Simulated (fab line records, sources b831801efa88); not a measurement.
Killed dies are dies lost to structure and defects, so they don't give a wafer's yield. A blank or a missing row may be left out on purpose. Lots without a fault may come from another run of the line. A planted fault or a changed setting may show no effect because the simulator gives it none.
fab line records | flow sky130
record lots=5 wafers=15 last_day=50
route steps=708 shown GATE_OXIDE@188 POLY_GATE@204 RES_PROTECT@206
lots that met no fault: from a run of the same line without faults
start_h: hours from the record's first day to the start of the lot's first wafer shown | wait_h: hours since the lot's step before | " the same as in the row above | L1.1+2: a row that stands for several wafers | - no value, or no start given | * or withheld: withheld | < > ~ a bound
route shown NAME@n: a module of which the file shows steps, and the number in the route of the first | usual: mean/standard deviation of fault-free wafers | same: alike in all rows | chamber/n: place in a boat | sites: the reading at each site | _std_site: their standard deviation | _edge_site: outer sites' mean less inner sites' | radius_mm: how far each site lies from the wafer's centre | mask NAME#n: copy n | behind: the tool/chamber that last shaped the wafer | hold: why the lot was held/for how many hours/how that ended | device: the transistor (n, p or np) that didn't switch | end of line: the same wafers' tests at the end of the route | a step without rows: its recipe alone | killed: dies lost to structure and defects at the first sort, not the wafer's yield | map: a wafer's dies, x killed, . not, _ none there
set.NAME: the setting as run; set.NAME@STEP: as run at that earlier step | model.NAME: the simulator's own value behind a step, which no gauge read
lots at some steps of the route; a table a step, a row a wafer
services: from which hour (start_h, from the record's first day; less than 0 if before it) a tool's chamber was out of use, for how many hours, and why
## steps
# step SKY_GATE_OXIDE_OXIDATION_01
# recipe temp_c=900 ambient=O2 stabilise_s=600 purge_s=300 target_thk_a=102.68 ox_time_s=1473
# usual spike_tc_upper_C=898.8/1.7
# columns lot.wafer tool chamber start_h wait_h spike_tc_upper_C
L074.2 furnace-02 0 287.57 2.4 897.3
L074.3 " 0 " " 896.2
L074.5 " 0 " " 896.6
L078.1 furnace-01 0 322.80 6.6 900.6
L078.3 " 0 " " 899.1
L078.4 " 0 " " 898.3
L086.2 furnace-01 0 381.46 0.1 899.5
L086.3 " 0 " " 901.1
L086.6 " 0 " " 900.6
L089.3 furnace-01 0 403.35 1.2 900.0
L089.4 " 0 " " 900.3
L089.6 " 0 " " 899.2
L096.3 furnace-02 0 467.53 0.1 897.0
L096.4 " 0 " " 895.9
L096.6 " 0 " " 895.2
# step SKY_GATE_OXIDE_THK_MEAS_02
# recipe reads=SiO2_of_GATE_OXIDE_OXIDATION_01
# usual GATE_OXIDE_OXIDATION_00_THK=10.21/0.23
# columns lot.wafer tool chamber start_h wait_h GATE_OXIDE_OXIDATION_00_THK[nm]
L074.2 film_metro-04 - 288.99 0.0 10.16
L074.3 " - " " 10.32
L074.5 " - " " 10.27
L078.1 film_metro-02 - 324.21 0.0 10.69
L078.3 " - " " 10.78
L078.4 " - " " 10.48
L086.2 film_metro-04 - 382.88 0.0 10.29
L086.3 " - " " 10.17
L086.6 " - " " 10.31
L089.3 film_metro-03 - 404.78 0.0 10.00
L089.4 " - " " 10.09
L089.6 " - " " 9.87
L096.3 film_metro-04 - 468.96 0.0 9.79
L096.4 " - " " 9.96
L096.6 " - " " 9.90
# step SKY_GATE_OXIDE_DEHYDRATE_03
# recipe temp_c=200 time_s=60
# columns lot.wafer tool chamber start_h wait_h
L074.2+3+5 litho_track-04 0 301.19 12.2
L078.1+3+4 litho_track-03 0 335.90 11.7
L086.2+3+6 litho_track-02 0 396.62 13.7
L089.3+4+6 litho_track-04 0 419.77 15.0
L096.3+4+6 litho_track-02 0 484.15 15.2
# step SKY_GATE_OXIDE_HMDS_04
# recipe prime_time_s=60 prime_temp_c=120
# columns lot.wafer tool chamber start_h wait_h
L074.2+3+5 litho_track-04 0 301.34 0.1
L078.1+3+4 litho_track-03 0 336.05 0.1
L086.2+3+6 litho_track-02 0 396.77 0.1
L089.3+4+6 litho_track-04 0 419.92 0.1
L096.3+4+6 litho_track-02 0 484.30 0.1
# step SKY_GATE_OXIDE_COAT_05
# recipe resist=NOVOLAK spin_rpm=3000 resist_thk_nm=1140
# columns lot.wafer tool chamber start_h wait_h
L074.2+3+5 litho_track-04 0 301.49 0.1
L078.1+3+4 litho_track-03 0 336.20 0.1
L086.2+3+6 litho_track-02 0 396.92 0.1
L089.3+4+6 litho_track-04 0 420.07 0.1
L096.3+4+6 litho_track-02 0 484.45 0.1
# step SKY_GATE_OXIDE_SOFTBAKE_06
# recipe temp_c=90 time_s=60 resist=NOVOLAK
# columns lot.wafer tool chamber start_h wait_h
L074.2+3+5 litho_track-04 0 301.64 0.1
L078.1+3+4 litho_track-03 0 336.35 0.1
L086.2+3+6 litho_track-02 0 397.07 0.1
L089.3+4+6 litho_track-04 0 420.22 0.1
L096.3+4+6 litho_track-02 0 484.60 0.1
# step SKY_GATE_OXIDE_EXPOSE_07
# recipe mask_id=LVOM na=0.6 source_shape=conventional sigma_outer=0.6 polarization=unpolarized target_cd_nm=600 dose_mj=170
# same na=0.6
# columns lot.wafer tool chamber start_h wait_h mask
L074.2+3+5 iline_stepper-01 0 - - LVOM#0
L078.1+3+4 iline_stepper-01 0 - - LVOM#0
L086.2+3+6 iline_stepper-01 0 - - LVOM#0
L089.3+4+6 iline_stepper-01 0 - - LVOM#0
L096.3+4+6 iline_stepper-01 0 - - LVOM#0
# step SKY_GATE_OXIDE_PEB_08
# recipe temp_c=withheld time_s=* resist=NOVOLAK
# columns lot.wafer tool chamber start_h wait_h
L074.2+3+5 litho_track-02 0 - -
L078.1+3+4 litho_track-04 0 - -
L086.2+3+6 litho_track-03 0 - -
L089.3+4+6 litho_track-04 0 - -
L096.3+4+6 litho_track-04 0 - -
# step SKY_GATE_OXIDE_DEVELOP_09
# recipe resist=NOVOLAK developer=TMAH develop_time_s=60 dev_temp_c=23
# columns lot.wafer tool chamber start_h wait_h
L074.2+3+5 litho_track-02 0 314.42 0.1
L078.1+3+4 litho_track-04 0 349.67 0.1
L086.2+3+6 litho_track-03 0 410.92 0.1
L089.3+4+6 litho_track-04 0 434.52 0.1
L096.3+4+6 litho_track-04 0 499.42 0.1
# step SKY_GATE_OXIDE_OVL_MEAS_10
# usual GATE_OXIDE_OVL=-0.2/1.4
# columns lot.wafer tool chamber start_h wait_h GATE_OXIDE_OVL[nm]
L074.2 overlay-02 - 314.55 0.1 -2.4
L074.3 " - " " -2.1
L074.5 " - " " -2.2
L078.1 overlay-02 - 349.82 0.1 1.4
L078.3 " - " " 1.7
L078.4 " - " " 1.4
L086.2 overlay-02 - 411.05 0.1 -1.5
L086.3 " - " " -0.8
L086.6 " - " " 0.1
L089.3 overlay-02 - 434.63 0.1 2.1
L089.4 " - " " 0.4
L089.6 " - " " 2.3
L096.3 overlay-02 - 499.53 0.1 0.8
L096.4 " - " " 1.1
L096.6 " - " " -0.6
# step SKY_GATE_OXIDE_IMPLANT_11
# recipe species=B energy_kev=10 dose_cm2=2.6e+12 tilt_deg=withheld
# columns lot.wafer tool chamber start_h wait_h
L074.2+3+5 implanter-04 0 314.61 0.0
L078.1+3+4 implanter-03 0 349.85 0.0
L086.2+3+6 implanter-01 0 411.11 0.0
L089.3+4+6 implanter-03 0 434.70 0.1
L096.3+4+6 implanter-03 0 499.60 0.1
# step SKY_GATE_OXIDE_WET_ETCH_12
# recipe chemistry=dHF target_depth_nm=16.8 dry=n2_spin target=SiO2 dilution=100:1 temp_c=25 time_s=336
# columns lot.wafer tool chamber start_h wait_h
L074.2+3+5 wet_bench-02 1 314.73 0.1
L078.1+3+4 wet_bench-02 2 350.00 0.1
L086.2+3+6 wet_bench-01 0 411.23 0.1
L089.3+4+6 wet_bench-01 0 434.80 0.1
L096.3+4+6 wet_bench-03 0 499.70 0.1
# step SKY_GATE_OXIDE_STRIP_13
# recipe chemistry=O2/N2 power_w=1400 pressure_mtorr=1500 platen_temp_c=withheld o2_flow_sccm=3000 n2_flow_sccm=300 overash_fraction=0.5
# usual drypump_motor_current_A=5.8/0.31 n2_flow_sccm=300.1/0.86 oes_product_au=0.715/0.0048 strip_time_to_endpoint_s=14.16/0.034
# columns lot.wafer tool chamber start_h wait_h drypump_motor_current_A n2_flow_sccm oes_product_au rf_hours_counter_h strip_time_to_endpoint_s
L074.2 plasma_asher-02 1 314.85 0.0 6.2 299.8 0.718 18 14.20
L074.3 " 0 " " 5.7 299.6 0.710 - 14.20
L074.5 " 0 " " 5.7 299.2 0.716 - 14.20
L078.1 plasma_asher-02 0 350.10 0.0 5.7 300.1 0.719 22 14.20
L078.3 " 0 " " 5.7 299.6 0.707 - 14.22
L078.4 " 1 " " 6.2 299.3 0.725 - 14.21
L086.2 plasma_asher-03 1 411.33 0.0 6.1 299.7 0.726 72 14.15
L086.3 " 0 " " 5.9 301.5 0.707 - 14.15
L086.6 " 0 " " 5.9 301.2 0.705 - 14.14
L089.3 plasma_asher-04 0 434.94 0.0 5.3 298.8 0.715 - 14.14
L089.4 " 1 " " 5.7 300.7 0.715 - 14.14
L089.6 " 1 " " 5.7 299.3 0.713 - 14.12
L096.3 plasma_asher-04 1 499.85 0.0 5.7 300.2 0.713 - 14.16
L096.4 " 0 " " 5.3 298.7 0.712 - 14.11
L096.6 " 1 " " 5.7 300.4 0.712 - 14.09
# step SKY_GATE_OXIDE_TW_MEAS_14
# usual GATE_OXIDE_TW=222.8/2.4
# columns lot.wafer tool chamber start_h wait_h GATE_OXIDE_TW
L074.2 film_metro-03 - 314.96 0.1 220.1
L074.3 " - " " 220.6
L074.5 " - " " 219.5
L078.1 film_metro-04 - 350.20 0.1 222.8
L078.3 " - " " 222.9
L078.4 " - " " 220.9
L086.2 film_metro-02 - 411.44 0.1 222.7
L086.3 " - " " 223.9
L086.6 " - " " 223.4
L089.3 film_metro-02 - 435.02 0.1 225.9
L089.4 " - " " 225.6
L089.6 " - " " 224.9
L096.3 film_metro-02 - 499.93 0.1 225.4
L096.4 " - " " 225.3
L096.6 " - " " 225.6
# step SKY_GATE_OXIDE_CLEAN_15
# recipe chemistry=SC1/SC2 mix=1:4:20 temp_c=70 time_s=150 dry=n2_spin
# columns lot.wafer tool chamber start_h wait_h
L074.2+3+5 wet_bench-01 2 315.01 0.0
L078.1+3+4 wet_bench-03 3 350.26 0.1
L086.2+3+6 wet_bench-03 2 411.49 0.0
L089.3+4+6 wet_bench-02 3 435.06 0.0
L096.3+4+6 wet_bench-02 1 499.97 0.0
# step SKY_GATE_OXIDE_OXIDATION_16
# recipe temp_c=802.6 ambient=O2 idle_temp_c=700 ramp_up_c_per_min=10 ramp_down_c_per_min=3 stabilise_s=600 purge_s=300 target_thk_a=35.7 ox_time_s=1915
# usual spike_tc_upper_C=802.1/1.6
# columns lot.wafer tool chamber start_h wait_h spike_tc_upper_C
L074.2 furnace-01 0 317.12 2.1 800.5
L074.3 " 0 " " 802.2
L074.5 " 0 " " 802.8
L078.1 furnace-01 0 353.88 3.6 802.0
L078.3 " 0 " " 803.6
L078.4 " 0 " " 804.0
L086.2 furnace-02 0 413.44 1.9 799.8
L086.3 " 0 " " 802.0
L086.6 " 0 " " 799.9
L089.3 furnace-01 0 438.01 2.9 802.0
L089.4 " 0 " " 803.3
L089.6 " 0 " " 803.4
L096.3 furnace-01 0 500.07 0.0 803.6
L096.4 " 0 " " 802.2
L096.6 " 0 " " 802.7
# step SKY_POLY_GATE_CVD_00
# recipe material=poly-Si target_thk_nm=180 temp_c=620 time_s=720 pressure_mtorr=200
# usual spike_tc_upper_C=620.7/1
# columns lot.wafer tool chamber start_h wait_h spike_tc_upper_C
L074.2 lpcvd-01 1 318.65 0.0 619.2
L074.3 " 1 " " 620.1
L074.5 " 1 " " 618.9
L078.1 lpcvd-01 1 355.42 0.0 620.7
L078.3 " 1 " " 621.6
L078.4 " 1 " " 622.3
L086.2 lpcvd-01 0 414.97 0.0 620.3
L086.3 " 0 " " 620.0
L086.6 " 0 " " 620.6
L089.3 lpcvd-01 0 439.54 0.0 620.5
L089.4 " 0 " " 619.7
L089.6 " 0 " " 621.6
L096.3 lpcvd-01 0 501.60 0.0 621.0
L096.4 " 0 " " 619.6
L096.6 " 0 " " 618.4
# step SKY_POLY_GATE_THK_MEAS_01
# recipe reads=poly-Si_of_POLY_GATE_CVD_00
# usual POLY_GATE_CVD_00_THK=179.3/1.5
# columns lot.wafer tool chamber start_h wait_h POLY_GATE_CVD_00_THK[nm]
L074.2 film_metro-01 - 319.86 0.0 179.3
L074.3 " - " " 179.8
L074.5 " - " " 181.0
L078.1 film_metro-01 - 356.62 0.0 177.2
L078.3 " - " " 178.0
L078.4 " - " " 177.6
L086.2 film_metro-01 - 416.18 0.0 179.2
L086.3 " - " " 178.4
L086.6 " - " " 180.5
L089.3 film_metro-02 - 440.76 0.0 180.0
L089.4 " - " " 180.0
L089.6 " - " " 178.7
L096.3 film_metro-01 - 503.42 0.0 178.0
L096.4 " - " " 177.9
L096.6 " - " " 179.9
# step SKY_RES_PROTECT_DEHYDRATE_00
# recipe temp_c=200 time_s=60
# columns lot.wafer tool chamber start_h wait_h
L074.2+3+5 litho_track-02 0 331.27 11.4
L078.1+3+4 litho_track-04 0 369.32 12.7
L086.2+3+6 litho_track-01 0 430.35 14.2
L089.3+4+6 litho_track-02 0 455.95 15.2
L096.3+4+6 litho_track-04 0 518.42 15.0
# step SKY_RES_PROTECT_HMDS_01
# recipe prime_time_s=60 prime_temp_c=120
# columns lot.wafer tool chamber start_h wait_h
L074.2+3+5 litho_track-02 0 331.42 0.1
L078.1+3+4 litho_track-04 0 369.47 0.1
L086.2+3+6 litho_track-01 0 430.50 0.1
L089.3+4+6 litho_track-02 0 456.10 0.1
L096.3+4+6 litho_track-04 0 518.57 0.1
# step SKY_RES_PROTECT_COAT_02
# recipe resist=NOVOLAK spin_rpm=3000 resist_thk_nm=1140
# columns lot.wafer tool chamber start_h wait_h
L074.2+3+5 litho_track-02 0 331.57 0.1
L078.1+3+4 litho_track-04 0 369.62 0.1
L086.2+3+6 litho_track-01 0 430.65 0.1
L089.3+4+6 litho_track-02 0 456.25 0.1
L096.3+4+6 litho_track-04 0 518.72 0.1
# step SKY_RES_PROTECT_SOFTBAKE_03
# recipe temp_c=90 time_s=60 resist=NOVOLAK
# columns lot.wafer tool chamber start_h wait_h
L074.2+3+5 litho_track-02 0 331.72 0.1
L078.1+3+4 litho_track-04 0 369.77 0.1
L086.2+3+6 litho_track-01 0 430.80 0.1
L089.3+4+6 litho_track-02 0 456.40 0.1
L096.3+4+6 litho_track-04 0 518.87 0.1
# step SKY_RES_PROTECT_EXPOSE_04
# recipe mask_id=RPM na=0.6 source_shape=conventional sigma_outer=0.6 polarization=unpolarized target_cd_nm=1270 dose_mj=131
# same na=0.6
# columns lot.wafer tool chamber start_h wait_h mask
L074.2+3+5 iline_stepper-01 0 - - RPM#0
L078.1+3+4 iline_stepper-01 0 - - RPM#0
L086.2+3+6 iline_stepper-02 0 - - RPM#0
L089.3+4+6 iline_stepper-01 0 - - RPM#0
L096.3+4+6 iline_stepper-02 0 - - RPM#0
# step SKY_RES_PROTECT_PEB_05
# recipe temp_c=withheld time_s=* resist=NOVOLAK
# columns lot.wafer tool chamber start_h wait_h
L074.2+3+5 litho_track-01 0 - -
L078.1+3+4 litho_track-01 0 - -
L086.2+3+6 litho_track-01 0 - -
L089.3+4+6 litho_track-01 0 - -
L096.3+4+6 litho_track-04 0 - -
# step SKY_RES_PROTECT_DEVELOP_06
# recipe resist=NOVOLAK developer=TMAH develop_time_s=60 dev_temp_c=23
# columns lot.wafer tool chamber start_h wait_h
L074.2+3+5 litho_track-01 0 344.50 0.1
L078.1+3+4 litho_track-01 0 384.33 0.1
L086.2+3+6 litho_track-01 0 446.15 0.1
L089.3+4+6 litho_track-01 0 471.33 0.1
L096.3+4+6 litho_track-04 0 533.62 0.1
# step SKY_POLY_GATE_IMPLANT_02
# recipe species=P energy_kev=30 dose_cm2=7.7e+15 tilt_deg=0
# columns lot.wafer tool chamber start_h wait_h
L074.2+3+5 implanter-03 0 344.65 0.1
L078.1+3+4 implanter-03 0 384.48 0.1
L086.2+3+6 implanter-01 0 446.30 0.1
L089.3+4+6 implanter-03 0 471.48 0.1
L096.3+4+6 implanter-01 0 533.77 0.1
# step SKY_RES_PROTECT_STRIP_07
# recipe chemistry=O2/N2 power_w=1400 pressure_mtorr=1500 platen_temp_c=withheld o2_flow_sccm=3000 n2_flow_sccm=300 overash_fraction=0.5
# usual drypump_motor_current_A=5.8/0.43 n2_flow_sccm=300.0/0.9 oes_product_au=0.517/0.0044 strip_time_to_endpoint_s=23.27/0.038
# columns lot.wafer tool chamber start_h wait_h drypump_motor_current_A n2_flow_sccm oes_product_au rf_hours_counter_h strip_time_to_endpoint_s
L074.2 plasma_asher-02 1 344.78 0.1 6.3 300.1 0.526 21 23.22
L074.3 " 1 " " 6.2 299.7 0.507 - 23.21
L074.5 " 1 " " 6.3 300.0 0.515 - 23.21
L078.1 plasma_asher-04 0 384.63 0.1 5.3 300.7 0.511 56 23.25
L078.3 " 1 " " 5.7 299.4 0.518 - 23.24
L078.4 " 0 " " 5.3 300.7 0.520 - 23.29
L086.2 plasma_asher-04 0 446.43 0.1 5.3 300.3 0.517 62 23.28
L086.3 " 0 " " 5.3 299.0 0.515 - 23.23
L086.6 " 1 " " 5.7 300.3 0.518 - 23.31
L089.3 plasma_asher-02 0 471.61 0.1 5.7 297.2 0.516 - 23.22
L089.4 " 1 " " 6.2 300.1 0.518 - 23.24
L089.6 " 0 " " 5.7 298.8 0.511 - 23.25
L096.3 plasma_asher-02 0 533.90 0.1 5.7 300.8 0.524 - 23.22
L096.4 " 1 " " 6.2 299.7 0.510 - 23.23
L096.6 " 1 " " 6.2 300.1 0.513 - 23.27
# step SKY_RES_PROTECT_TW_MEAS_08
# usual POLY_GATE_TW=4043/30
# columns lot.wafer tool chamber start_h wait_h POLY_GATE_TW
L074.2 film_metro-01 - 344.89 0.1 4091
L074.3 " - " " 4071
L074.5 " - " " 4068
L078.1 film_metro-02 - 384.73 0.1 4045
L078.3 " - " " 4072
L078.4 " - " " 4056
L086.2 film_metro-04 - 446.54 0.1 4014
L086.3 " - " " 4061
L086.6 " - " " 4060
L089.3 film_metro-04 - 471.70 0.1 4008
L089.4 " - " " 4006
L089.6 " - " " 3997
L096.3 film_metro-04 - 533.99 0.1 4018
L096.4 " - " " 4014
L096.6 " - " " 4021
# step SKY_RES_PROTECT_CLEAN_09
# recipe chemistry=SC1/SC2 mix=1:4:20 temp_c=70 time_s=150 dry=n2_spin
# columns lot.wafer tool chamber start_h wait_h
L074.2+3+5 wet_bench-01 3 344.94 0.0
L078.1+3+4 wet_bench-04 0 384.79 0.1
L086.2+3+6 wet_bench-02 3 446.59 0.0
L089.3+4+6 wet_bench-02 1 471.74 0.0
L096.3+4+6 wet_bench-04 2 534.03 0.0
# step SKY_POLY_GATE_CVD_03
# recipe material=Si3N4 precursor=DCS/NH3 target_thk_nm=75 temp_c=770 time_s=1290 pressure_mtorr=250
# usual spike_tc_upper_C=769.3/1.1
# columns lot.wafer tool chamber start_h wait_h spike_tc_upper_C
L074.2 lpcvd-02 0 345.58 0.6 769.9
L074.3 " 0 " " 770.4
L074.5 " 0 " " 770.4
L078.1 lpcvd-02 0 385.04 0.2 771.3
L078.3 " 0 " " 769.3
L078.4 " 0 " " 769.9
L086.2 lpcvd-02 0 446.64 0.0 770.4
L086.3 " 0 " " 769.4
L086.6 " 0 " " 771.4
L089.3 lpcvd-02 0 471.79 0.0 771.5
L089.4 " 0 " " 772.3
L089.6 " 0 " " 770.4
L096.3 lpcvd-02 0 534.08 0.0 769.3
L096.4 " 0 " " 769.0
L096.6 " 0 " " 770.3
# step SKY_POLY_GATE_THK_MEAS_04
# recipe reads=Si3N4_of_POLY_GATE_CVD_03
# usual POLY_GATE_CVD_03_THK=75.2/0.6
# columns lot.wafer tool chamber start_h wait_h POLY_GATE_CVD_03_THK[nm]
L074.2 film_metro-02 - 346.95 0.0 75.1
L074.3 " - " " 75.9
L074.5 " - " " 74.9
L078.1 film_metro-02 - 386.40 0.0 74.6
L078.3 " - " " 74.6
L078.4 " - " " 73.9
L086.2 film_metro-02 - 448.01 0.0 75.8
L086.3 " - " " 75.6
L086.6 " - " " 75.5
L089.3 film_metro-01 - 473.17 0.0 75.2
L089.4 " - " " 75.2
L089.6 " - " " 74.9
L096.3 film_metro-03 - 535.45 0.0 74.9
L096.4 " - " " 75.2
L096.6 " - " " 74.7
# step SKY_POLY_GATE_DEHYDRATE_05
# recipe temp_c=200 time_s=60
# columns lot.wafer tool chamber start_h wait_h
L074.2+3+5 litho_track-03 0 360.37 13.4
L078.1+3+4 litho_track-04 0 399.77 13.4
L086.2+3+6 litho_track-04 0 463.09 15.1
L089.3+4+6 litho_track-03 0 488.35 15.2
L096.3+4+6 litho_track-04 0 550.02 14.6
# step SKY_POLY_GATE_HMDS_06
# recipe prime_time_s=60 prime_temp_c=120
# columns lot.wafer tool chamber start_h wait_h
L074.2+3+5 litho_track-03 0 360.52 0.1
L078.1+3+4 litho_track-04 0 399.92 0.1
L086.2+3+6 litho_track-04 0 463.24 0.1
L089.3+4+6 litho_track-03 0 488.50 0.1
L096.3+4+6 litho_track-04 0 550.17 0.1
# step SKY_POLY_GATE_COAT_07
# recipe resist=BARC temp_c=withheld time_s=withheld spin_rpm=3000 resist_thk_nm=110
# columns lot.wafer tool chamber start_h wait_h
L074.2+3+5 litho_track-03 0 360.67 0.1
L078.1+3+4 litho_track-04 0 400.07 0.1
L086.2+3+6 litho_track-04 0 463.39 0.1
L089.3+4+6 litho_track-03 0 488.65 0.1
L096.3+4+6 litho_track-04 0 550.32 0.1
# step SKY_POLY_GATE_COAT_08
# recipe resist=KrF-thick spin_rpm=3000 resist_thk_nm=450
# columns lot.wafer tool chamber start_h wait_h
L074.2+3+5 litho_track-03 0 - -
L078.1+3+4 litho_track-04 0 - -
L086.2+3+6 litho_track-04 0 - -
L089.3+4+6 litho_track-03 0 - -
L096.3+4+6 litho_track-04 0 - -
# step SKY_POLY_GATE_SOFTBAKE_09
# recipe temp_c=100 time_s=90 resist=KrF-thick
# columns lot.wafer tool chamber start_h wait_h
L074.2+3+5 litho_track-03 0 - -
L078.1+3+4 litho_track-04 0 - -
L086.2+3+6 litho_track-04 0 - -
L089.3+4+6 litho_track-03 0 - -
L096.3+4+6 litho_track-04 0 - -
# step SKY_POLY_GATE_EXPOSE_10
# recipe mask_id=P1M na=0.68 source_shape=conventional sigma_outer=0.6 target_cd_nm=150 dose_mj=28
# same na=0.68
# columns lot.wafer tool chamber start_h wait_h mask
L074.2+3+5 krf_scanner-02 0 - - P1M#0
L078.1+3+4 krf_scanner-01 0 - - P1M#0
L086.2+3+6 krf_scanner-01 0 - - P1M#0
L089.3+4+6 krf_scanner-01 0 - - P1M#0
L096.3+4+6 krf_scanner-01 0 - - P1M#0
# step SKY_POLY_GATE_PEB_11
# recipe peb_temp_c=withheld peb_time_s=withheld resist=KrF-thick
# columns lot.wafer tool chamber start_h wait_h
L074.2+3+5 litho_track-01 0 - -
L078.1+3+4 litho_track-01 0 - -
L086.2+3+6 litho_track-01 0 - -
L089.3+4+6 litho_track-03 0 - -
L096.3+4+6 litho_track-04 0 - -
# step SKY_POLY_GATE_DEVELOP_12
# recipe develop_time_s=60 resist=KrF-thick dev_temp_c=21.56
# columns lot.wafer tool chamber start_h wait_h
L074.2+3+5 litho_track-01 0 - -
L078.1+3+4 litho_track-01 0 - -
L086.2+3+6 litho_track-01 0 - -
L089.3+4+6 litho_track-03 0 - -
L096.3+4+6 litho_track-04 0 - -
# step SKY_POLY_GATE_CD_MEAS_13
# recipe target_cd_nm=150
# usual cd_nm=150.0/1.3
# columns lot.wafer tool chamber start_h wait_h cd_nm
L074.2 cd_sem-01 - 373.91 - 152.4
L074.3 " - " " 151.3
L074.5 " - " " 151.7
L078.1 cd_sem-02 - 415.33 - 150.6
L078.3 " - " " 149.6
L078.4 " - " " 150.4
L086.2 cd_sem-02 - 479.30 - 152.2
L086.3 " - " " 152.0
L086.6 " - " " 151.3
L089.3 cd_sem-02 - 503.58 - 149.6
L089.4 " - " " 150.3
L089.6 " - " " 150.4
L096.3 cd_sem-01 - 565.51 - 150.5
L096.4 " - " " 149.1
L096.6 " - " " 148.7
# step SKY_POLY_GATE_OVL_MEAS_14
# usual POLY_GATE_OVL=-1/5.2
# columns lot.wafer tool chamber start_h wait_h POLY_GATE_OVL[nm]
L074.2 overlay-01 - 374.01 0.1 5
L074.3 " - " " 7
L074.5 " - " " 4
L078.1 overlay-01 - 415.45 0.1 1
L078.3 " - " " -5
L078.4 " - " " 3
L086.2 overlay-02 - 479.40 0.1 -5
L086.3 " - " " -5
L086.6 " - " " 1
L089.3 overlay-01 - 503.68 0.1 2
L089.4 " - " " -3
L089.6 " - " " 1
L096.3 overlay-01 - 565.60 0.1 0
L096.4 " - " " 2
L096.6 " - " " 3
# step SKY_POLY_GATE_ETCH_15
# recipe chemistry=N2/H2 target=BARC ion_energy_ev=200 source_w=500 bias_w=100 pressure_mtorr=30 n2_flow_sccm=100 h2_flow_sccm=200 stop_on=SiO2 time_s=118.5 target_depth_a=1100
# usual drypump_motor_current_A=5.7/0.42 n2_flow_sccm=100.0/0.32 oes_product_au=0.716/0.0046 throttle_valve_pct=13.211/0.01
# columns lot.wafer tool chamber start_h wait_h drypump_motor_current_A n2_flow_sccm oes_product_au rf_hours_counter_h throttle_valve_pct
L074.2 rie_diel-01 3 374.04 0.0 5.3 100.0 0.713 25 13.208
L074.3 " 2 " " 5.1 100.2 0.715 18 13.204
L074.5 " 0 " " 5.0 100.4 0.713 - 13.197
L078.1 rie_diel-02 1 415.48 0.0 6.1 99.6 0.714 38 13.230
L078.3 " 3 " " 6.4 100.1 0.709 26 13.221
L078.4 " 0 " " 5.7 99.3 0.719 61 13.201
L086.2 rie_diel-01 0 479.43 0.0 4.9 100.0 0.710 8 13.205
L086.3 " 2 " " 5.2 99.9 0.719 20 13.221
L086.6 " 1 " " 6.1 100.1 0.714 - 13.237
L089.3 rie_diel-02 1 503.70 0.0 6.2 100.2 0.720 39 13.198
L089.4 " 0 " " 5.6 100.0 0.713 63 13.208
L089.6 " 0 " " 5.6 99.8 0.711 - 13.224
L096.3 rie_diel-02 3 565.62 0.0 6.4 99.8 0.712 29 13.213
L096.4 " 0 " " 5.6 99.8 0.715 64 13.203
L096.6 " 0 " " 5.6 100.6 0.713 - 13.213
# step SKY_POLY_GATE_ETCH_16
# recipe stop_on=poly-Si chemistry=CH3F/O2 target=Si3N4 source_w=400 bias_w=80 pressure_mtorr=25 ch3f_flow_sccm=40 O2_flow_sccm=30 time_s=147.5 target_depth_a=750
# usual drypump_motor_current_A=5.7/0.42 oes_product_au=0.641/0.005 throttle_valve_pct=10.535/0.0088
# columns lot.wafer tool chamber start_h wait_h drypump_motor_current_A oes_product_au rf_hours_counter_h throttle_valve_pct
L074.2 rie_diel-01 3 374.12 0.0 5.3 0.647 25 10.544
L074.3 " 2 " " 5.2 0.643 18 10.547
L074.5 " 0 " " 5.0 0.638 - 10.543
L078.1 rie_diel-02 1 415.57 0.0 6.2 0.640 38 10.529
L078.3 " 3 " " 6.5 0.643 26 10.529
L078.4 " 0 " " 5.7 0.631 62 10.551
L086.2 rie_diel-01 0 479.52 0.0 5.0 0.642 8 10.543
L086.3 " 2 " " 5.2 0.649 20 10.557
L086.6 " 1 " " 6.1 0.634 - 10.526
L089.3 rie_diel-02 1 503.78 0.0 6.1 0.639 39 10.528
L089.4 " 0 " " 5.6 0.634 63 10.545
L089.6 " 0 " " 5.6 0.634 - 10.528
L096.3 rie_diel-02 3 565.70 0.0 6.5 0.635 29 10.540
L096.4 " 0 " " 5.6 0.647 64 10.537
L096.6 " 0 " " 5.6 0.643 - 10.535
# step SKY_POLY_GATE_ETCH_17
# recipe target_depth_nm=180 stop_on=SiO2 over_etch_frac=0.56667 chemistry=HBr/Cl2 target=poly-Si icp_w=400 bias_w=100 pressure_mtorr=10 HBr_flow_sccm=150 Cl2_flow_sccm=50 time_s=70.5
# usual drypump_motor_current_A=5.9/0.48 mfc_cl2_sccm=50.01/0.16 oes_product_au=0.985/0.0074 throttle_valve_pct=33.683/0.0093
# columns lot.wafer tool chamber start_h wait_h drypump_motor_current_A mfc_cl2_sccm oes_product_au rf_hours_counter_h throttle_valve_pct
L074.2 rie_si-02 0 374.22 0.0 5.4 50.18 0.974 10 33.692
L074.3 " 1 " " 5.8 50.09 0.986 4 33.689
L074.5 " 1 " " 5.8 50.15 0.986 - 33.687
L078.1 rie_si-02 3 415.67 0.0 6.5 50.27 0.979 42 33.668
L078.3 " 1 " " 5.8 49.85 0.975 5 33.686
L078.4 " 0 " " 5.4 49.92 0.973 10 33.682
L086.2 rie_si-02 2 479.62 0.0 6.3 49.75 0.991 7 33.684
L086.3 " 1 " " 5.8 50.26 0.983 5 33.685
L086.6 " 3 " " 6.5 49.87 0.993 - 33.671
L089.3 rie_si-01 1 503.88 0.0 6.6 50.12 0.992 1 33.673
L089.4 " 3 " " 5.2 50.31 0.981 3 33.714
L089.6 " 1 " " 6.6 50.23 0.987 - 33.692
L096.3 rie_si-02 2 565.80 0.0 6.2 50.21 0.987 7 33.685
L096.4 " 2 " " 6.2 50.08 0.978 - 33.680
L096.6 " 0 " " 5.5 49.87 0.978 - 33.671
## services
# columns tool chamber start_h hours kind
krf_scanner-01 - 265.11 0.2 repair
rie_si-02 0 266.56 1.0 repair
rie_diel-02 - 276.93 0.3 repair
iline_stepper-01 - 279.67 1.7 pm
rie_si-02 1 283.04 5.9 repair
rie_diel-02 - 285.85 2.8 pm
plasma_asher-02 - 328.59 1.5 repair
plasma_asher-02 - 353.08 0.9 repair
furnace-01 - 355.42 3.7 pm
plasma_asher-02 - 393.53 14.6 pm
lpcvd-01 - 407.67 0.8 repair
iline_stepper-01 - 412.34 7.5 repair
lpcvd-02 - 449.20 0.5 repair
rie_diel-02 1 469.73 6.3 repair
implanter-03 - 494.49 1.8 repair
iline_stepper-01 - 497.85 1.7 pm
furnace-01 - 522.04 4.6 pm
iline_stepper-01 - 523.28 8.9 pm
wet_bench-02 - 533.01 37.1 pm
iline_stepper-01 - 533.14 7.4 repair
furnace-01 - 534.04 3.0 pm
rie_diel-02 0 536.35 23.3 repair
implanter-03 - 541.24 30.4 repair
plasma_asher-02 - 551.50 1.8 repair
## key
fault none
